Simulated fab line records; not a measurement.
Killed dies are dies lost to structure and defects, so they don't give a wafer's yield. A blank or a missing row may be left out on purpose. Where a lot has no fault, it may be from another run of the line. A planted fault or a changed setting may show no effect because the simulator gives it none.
Which tool is to blame? || flow gf180mcu || 13 lots with 39 wafers sampled at 5 steps, on a route of 602 steps

## WHAT THE GAUGES SHOWED, per wafer
GF_VT_IMPLANT_TW_MEAS_21. Usual: VT_IMPLANT_2_TW typically reads 1224, with standard deviation 15.
{"lot": "L474", "measured": "day 6 08:29", "on": "filmMetro-02", "VT_IMPLANT_2_TW": "1233 1238 1241", "flag": ""}
{"lot": "L476", "measured": "day 7 00:44", "on": "filmMetro-04", "VT_IMPLANT_2_TW": "1220 1218 1219", "flag": ""}
{"lot": "L477", "measured": "day 7 08:28", "on": "filmMetro-02", "VT_IMPLANT_2_TW": "1233 1234 1238", "flag": ""}
{"lot": "L478", "measured": "day 7 17:49", "on": "filmMetro-04", "VT_IMPLANT_2_TW": "1220 1219 1213", "flag": ""}
{"lot": "L480", "measured": "day 8 02:58", "on": "filmMetro-02", "VT_IMPLANT_2_TW": "1244 1240 1239", "flag": ""}
{"lot": "L481", "measured": "day 8 15:48", "on": "filmMetro-02", "VT_IMPLANT_2_TW": "1245 1239 1242", "flag": ""}
{"lot": "L483", "measured": "day 9 00:40", "on": "filmMetro-02", "VT_IMPLANT_2_TW": "1235 1230 1226", "flag": ""}
{"lot": "L484", "measured": "day 9 06:11", "on": "filmMetro-03", "VT_IMPLANT_2_TW": "1195 1186 1197", "flag": ""}
{"lot": "L486", "measured": "day 9 16:45", "on": "filmMetro-04", "VT_IMPLANT_2_TW": "1219 1213 1220", "flag": ""}
{"lot": "L487", "measured": "day 10 00:44", "on": "filmMetro-03", "VT_IMPLANT_2_TW": "1190 1191 1189", "flag": ""}
{"lot": "L494", "measured": "day 11 20:57", "on": "filmMetro-02", "VT_IMPLANT_2_TW": "1227 1225 1225", "flag": ""}
{"lot": "L495", "measured": "day 12 01:28", "on": "filmMetro-02", "VT_IMPLANT_2_TW": "1229 1234 1226", "flag": ""}
{"lot": "L496", "measured": "day 12 10:10", "on": "filmMetro-02", "VT_IMPLANT_2_TW": "1234 1230 1233", "flag": ""}

GF_VT_IMPLANT_RS_MEAS_49: measurement is done with a four-point probe. Usual: MVPSD_RS typically reads 1169 ohm/sq, with standard deviation 3.1.
{"lot": "L474", "measured": "day 7 16:28", "on": "filmMetro-03", "MVPSD_RS (ohm/sq)": "1171 1170 1170", "flag": ""}
{"lot": "L476", "measured": "day 8 09:41", "on": "filmMetro-01", "MVPSD_RS (ohm/sq)": "1170 1173 1171", "flag": ""}
{"lot": "L477", "measured": "day 8 17:28", "on": "filmMetro-02", "MVPSD_RS (ohm/sq)": "1166 1168 1171", "flag": ""}
{"lot": "L478", "measured": "day 9 04:23", "on": "filmMetro-02", "MVPSD_RS (ohm/sq)": "1165 1167 1167", "flag": ""}
{"lot": "L480", "measured": "day 9 14:01", "on": "filmMetro-03", "MVPSD_RS (ohm/sq)": "1168 1165 1165", "flag": ""}
{"lot": "L481", "measured": "day 10 04:02", "on": "filmMetro-01", "MVPSD_RS (ohm/sq)": "1171 1168 1170", "flag": ""}
{"lot": "L483", "measured": "day 10 12:32", "on": "filmMetro-03", "MVPSD_RS (ohm/sq)": "- - -", "flag": "OFF"}
{"lot": "L484", "measured": "day 10 18:35", "on": "filmMetro-03", "MVPSD_RS (ohm/sq)": "1168 1168 1168", "flag": ""}
{"lot": "L486", "measured": "day 11 05:29", "on": "filmMetro-03", "MVPSD_RS (ohm/sq)": "- - -", "flag": "OFF"}
{"lot": "L487", "measured": "day 11 14:43", "on": "filmMetro-01", "MVPSD_RS (ohm/sq)": "1173 1173 1174", "flag": ""}
{"lot": "L494", "measured": "day 13 13:08", "on": "filmMetro-02", "MVPSD_RS (ohm/sq)": "1167 1165 1167", "flag": ""}
{"lot": "L495", "measured": "day 13 18:44", "on": "filmMetro-01", "MVPSD_RS (ohm/sq)": "1172 1174 1174", "flag": ""}
{"lot": "L496", "measured": "day 14 02:24", "on": "filmMetro-02", "MVPSD_RS (ohm/sq)": "1167 1168 1169", "flag": ""}

GF_DUAL_GATE_OVL_MEAS_11. Usual: DUAL_GATE_OVL typically reads -1.3 nm, with standard deviation 1.5.
{"lot": "L474", "measured": "day 8 11:20", "on": "overlay-02", "DUAL_GATE_OVL (nm)": "0.7 0.5 0.1", "flag": ""}
{"lot": "L476", "measured": "day 9 04:28", "on": "overlay-02", "DUAL_GATE_OVL (nm)": "-0.8 -0.3 -1.1", "flag": ""}
{"lot": "L477", "measured": "day 9 12:14", "on": "overlay-01", "DUAL_GATE_OVL (nm)": "0.2 -1.6 -1.1", "flag": ""}
{"lot": "L478", "measured": "day 9 23:17", "on": "overlay-01", "DUAL_GATE_OVL (nm)": "-2.2 -2.0 -2.6", "flag": ""}
{"lot": "L480", "measured": "day 10 09:50", "on": "overlay-02", "DUAL_GATE_OVL (nm)": "-0.3 -2.5 -1.0", "flag": ""}
{"lot": "L481", "measured": "day 10 23:28", "on": "overlay-01", "DUAL_GATE_OVL (nm)": "-3.3 -3.7 -3.0", "flag": ""}
{"lot": "L483", "measured": "day 11 09:25", "on": "overlay-02", "DUAL_GATE_OVL (nm)": "0.9 0.1 -0.1", "flag": ""}
{"lot": "L484", "measured": "day 11 14:13", "on": "overlay-01", "DUAL_GATE_OVL (nm)": "-3.6 -3.7 -2.9", "flag": ""}
{"lot": "L486", "measured": "day 12 02:23", "on": "overlay-02", "DUAL_GATE_OVL (nm)": "-0.8 -0.7 -0.2", "flag": ""}
{"lot": "L487", "measured": "day 12 11:34", "on": "overlay-02", "DUAL_GATE_OVL (nm)": "-2.2 -2.0 0.1", "flag": ""}
{"lot": "L494", "measured": "day 14 13:58", "on": "overlay-01", "DUAL_GATE_OVL (nm)": "-0.9 0.9 -1.1", "flag": ""}
{"lot": "L495", "measured": "day 14 17:04", "on": "overlay-02", "DUAL_GATE_OVL (nm)": "0.2 0.1 -1.4", "flag": ""}
{"lot": "L496", "measured": "day 15 00:44", "on": "overlay-02", "DUAL_GATE_OVL (nm)": "1.0 1.2 0.7", "flag": ""}

## TOOL THAT RAN EACH LOT (tool first, then ch and the chambers of the sampled wafers, then the start)
{"lot": "L474", "GF_STI_STRIP_15": "plasmaAsher-02 ch 0,1, day 2 06:38", "GF_MVPSD_IMPLANT_09": "implanter-01 ch 0, day 5 04:08"}
{"lot": "L476", "GF_STI_STRIP_15": "plasmaAsher-01 ch 0, day 2 18:00", "GF_MVPSD_IMPLANT_09": "implanter-01 ch 0, day 5 18:36"}
{"lot": "L477", "GF_STI_STRIP_15": "plasmaAsher-03 ch 0, day 2 21:50", "GF_MVPSD_IMPLANT_09": "implanter-01 ch 0, day 6 01:02"}
{"lot": "L478", "GF_STI_STRIP_15": "plasmaAsher-01 ch 0,1, day 3 03:06", "GF_MVPSD_IMPLANT_09": "implanter-03 ch 0, day 6 11:40"}
{"lot": "L480", "GF_STI_STRIP_15": "plasmaAsher-01 ch 0,1, day 3 13:19", "GF_MVPSD_IMPLANT_09": "implanter-02 ch 0, day 6 19:31"}
{"lot": "L481", "GF_STI_STRIP_15": "plasmaAsher-02 ch 0,1, day 3 21:24", "GF_MVPSD_IMPLANT_09": "implanter-03 ch 0, day 7 06:16"}
{"lot": "L483", "GF_STI_STRIP_15": "plasmaAsher-02 ch 0,1, day 4 07:32", "GF_MVPSD_IMPLANT_09": "implanter-03 ch 0, day 7 14:26"}
{"lot": "L484", "GF_STI_STRIP_15": "plasmaAsher-02 ch 0,1, day 4 11:35", "GF_MVPSD_IMPLANT_09": "implanter-01 ch 0, day 7 20:43"}
{"lot": "L486", "GF_STI_STRIP_15": "plasmaAsher-02 ch 0,1, day 4 19:47", "GF_MVPSD_IMPLANT_09": "implanter-03 ch 0, day 8 05:52"}
{"lot": "L487", "GF_STI_STRIP_15": "plasmaAsher-02 ch 0,1, day 5 03:14", "GF_MVPSD_IMPLANT_09": "implanter-01 ch 0, day 8 13:41"}
{"lot": "L494", "GF_STI_STRIP_15": "plasmaAsher-01 ch 0,1, day 6 14:27", "GF_MVPSD_IMPLANT_09": "implanter-01 ch 0, day 10 07:47"}
{"lot": "L495", "GF_STI_STRIP_15": "plasmaAsher-01 ch 0, day 6 18:41", "GF_MVPSD_IMPLANT_09": "implanter-02 ch 0, day 10 13:07"}
{"lot": "L496", "GF_STI_STRIP_15": "plasmaAsher-01 ch 0,1, day 7 01:07", "GF_MVPSD_IMPLANT_09": "implanter-02 ch 0, day 10 21:01"}
- GF_STI_STRIP_15: strips in O2/N2.
- GF_MVPSD_IMPLANT_09

## WHAT THE TOOLS THEMSELVES READ (means of the sampled wafers that have a number; where no wafer has one, the mark that the record gives instead)
GF_STI_STRIP_15. Usual: drypumpMotorCurrentA 5.8 A, standard deviation 0.4; heaterPowerW 360 W, standard deviation 40; oesProductAu 0.384 a.u., standard deviation 0.0048; platenTempC 250.01 C, standard deviation 0.18; stripTimeToEndpointS 3.73 s, standard deviation 0.036.
{"lot": "L474", "tool": "plasmaAsher-02", "drypumpMotorCurrentA (A)": 6.0, "heaterPowerW (W)": 378, "oesProductAu (a.u.)": 0.381, "platenTempC (C)": 249.94, "stripTimeToEndpointS (s)": 3.68, "flag": ""}
{"lot": "L476", "tool": "plasmaAsher-01", "drypumpMotorCurrentA (A)": 5.6, "heaterPowerW (W)": 296, "oesProductAu (a.u.)": 0.381, "platenTempC (C)": 250.34, "stripTimeToEndpointS (s)": 3.72, "flag": ""}
{"lot": "L477", "tool": "plasmaAsher-03", "drypumpMotorCurrentA (A)": 6.1, "heaterPowerW (W)": 364, "oesProductAu (a.u.)": 0.386, "platenTempC (C)": 250.17, "stripTimeToEndpointS (s)": 3.76, "flag": ""}
{"lot": "L478", "tool": "plasmaAsher-01", "drypumpMotorCurrentA (A)": 5.4, "heaterPowerW (W)": 330, "oesProductAu (a.u.)": 0.384, "platenTempC (C)": 249.76, "stripTimeToEndpointS (s)": 3.76, "flag": ""}
{"lot": "L480", "tool": "plasmaAsher-01", "drypumpMotorCurrentA (A)": 5.3, "heaterPowerW (W)": 358, "oesProductAu (a.u.)": 0.383, "platenTempC (C)": 250.02, "stripTimeToEndpointS (s)": 3.74, "flag": ""}
{"lot": "L481", "tool": "plasmaAsher-02", "drypumpMotorCurrentA (A)": 6.0, "heaterPowerW (W)": 381, "oesProductAu (a.u.)": 0.380, "platenTempC (C)": 249.80, "stripTimeToEndpointS (s)": 3.73, "flag": ""}
{"lot": "L483", "tool": "plasmaAsher-02", "drypumpMotorCurrentA (A)": 6.0, "heaterPowerW (W)": 378, "oesProductAu (a.u.)": 0.385, "platenTempC (C)": 249.86, "stripTimeToEndpointS (s)": 3.73, "flag": ""}
{"lot": "L484", "tool": "plasmaAsher-02", "drypumpMotorCurrentA (A)": 6.1, "heaterPowerW (W)": 397, "oesProductAu (a.u.)": 0.387, "platenTempC (C)": 250.02, "stripTimeToEndpointS (s)": 3.76, "flag": ""}
{"lot": "L486", "tool": "plasmaAsher-02", "drypumpMotorCurrentA (A)": 6.0, "heaterPowerW (W)": 380, "oesProductAu (a.u.)": 0.385, "platenTempC (C)": 250.12, "stripTimeToEndpointS (s)": 3.70, "flag": ""}
{"lot": "L487", "tool": "plasmaAsher-02", "drypumpMotorCurrentA (A)": 6.0, "heaterPowerW (W)": 382, "oesProductAu (a.u.)": 0.382, "platenTempC (C)": 249.96, "stripTimeToEndpointS (s)": 3.70, "flag": ""}
{"lot": "L494", "tool": "plasmaAsher-01", "drypumpMotorCurrentA (A)": 5.4, "heaterPowerW (W)": 332, "oesProductAu (a.u.)": 0.387, "platenTempC (C)": 250.03, "stripTimeToEndpointS (s)": 3.72, "flag": ""}
{"lot": "L495", "tool": "plasmaAsher-01", "drypumpMotorCurrentA (A)": 5.6, "heaterPowerW (W)": 303, "oesProductAu (a.u.)": 0.384, "platenTempC (C)": 249.94, "stripTimeToEndpointS (s)": 3.71, "flag": ""}
{"lot": "L496", "tool": "plasmaAsher-01", "drypumpMotorCurrentA (A)": 5.3, "heaterPowerW (W)": 358, "oesProductAu (a.u.)": 0.384, "platenTempC (C)": 249.98, "stripTimeToEndpointS (s)": 3.69, "flag": ""}

GF_MVPSD_IMPLANT_09. Usual: tiltDeg 0.001 degrees, standard deviation 0.02.
{"lot": "L474", "tool": "implanter-01", "tiltDeg (degrees)": 0.028, "flag": ""}
{"lot": "L476", "tool": "implanter-01", "tiltDeg (degrees)": -0.006, "flag": ""}
{"lot": "L477", "tool": "implanter-01", "tiltDeg (degrees)": 0.010, "flag": ""}
{"lot": "L478", "tool": "implanter-03", "tiltDeg (degrees)": 0.000, "flag": ""}
{"lot": "L480", "tool": "implanter-02", "tiltDeg (degrees)": 0.019, "flag": ""}
{"lot": "L481", "tool": "implanter-03", "tiltDeg (degrees)": -0.007, "flag": ""}
{"lot": "L483", "tool": "implanter-03", "tiltDeg (degrees)": 16.227, "flag": "OFF"}
{"lot": "L484", "tool": "implanter-01", "tiltDeg (degrees)": 0.022, "flag": ""}
{"lot": "L486", "tool": "implanter-03", "tiltDeg (degrees)": 16.243, "flag": "OFF"}
{"lot": "L487", "tool": "implanter-01", "tiltDeg (degrees)": 0.000, "flag": ""}
{"lot": "L494", "tool": "implanter-01", "tiltDeg (degrees)": 0.019, "flag": ""}
{"lot": "L495", "tool": "implanter-02", "tiltDeg (degrees)": -0.011, "flag": ""}
{"lot": "L496", "tool": "implanter-02", "tiltDeg (degrees)": 0.010, "flag": ""}

## THE ANSWER, worked out from the rows above alone
Rule: take the mean of a lot's wafers that have a number; if it is more than 3 standard deviations from the usual mean, the lot is off. Also off: a lot with no number at a reading for which 4 or more lots have one. Where the step has rows for the other lots, those lots are counted as sound. After the gauges, taken in route order, come the tools' own readings; for these a lot's mean is taken, as printed above. The first step at which some lot is off is used, and at that step the reading that is off furthest; a lot without a number counts as furthest.
Off: L483, L486, at GF_VT_IMPLANT_RS_MEAS_49 (MVPSD_RS). Without a number there: L483, L486.
A tool fits if, at a process step before that reading, it ran every lot that is off, and no sound lot after the first of them. Not tried: the gauges at GF_VT_IMPLANT_RS_MEAS_49; whatever is off there is also off at GF_MVPSD_IMPLANT_09, on other tools, and gauge error can't account for it. One fits: GF_MVPSD_IMPLANT_09 on implanter-03. A fault onset in the window from L481 (day 7 06:16, its last sound lot) to L483 (day 7 14:26, its first lot off) fits.
The tool's own readings at GF_MVPSD_IMPLANT_09 bear it out: on the lots that are off they differ by more than 5 times the standard deviation of the sound lots' means. tiltDeg reads 16.235 degrees there against 0.008 degrees on the sound lots.

## WHAT WAS PUT IN BY THE SIMULATOR
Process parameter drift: implanter-03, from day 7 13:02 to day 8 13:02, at GF_MVPSD_IMPLANT_09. A move of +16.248 in setting tiltDeg, from 0. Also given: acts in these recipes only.
Lots struck among those shown: L483, L486. The rule above reached the same finding.
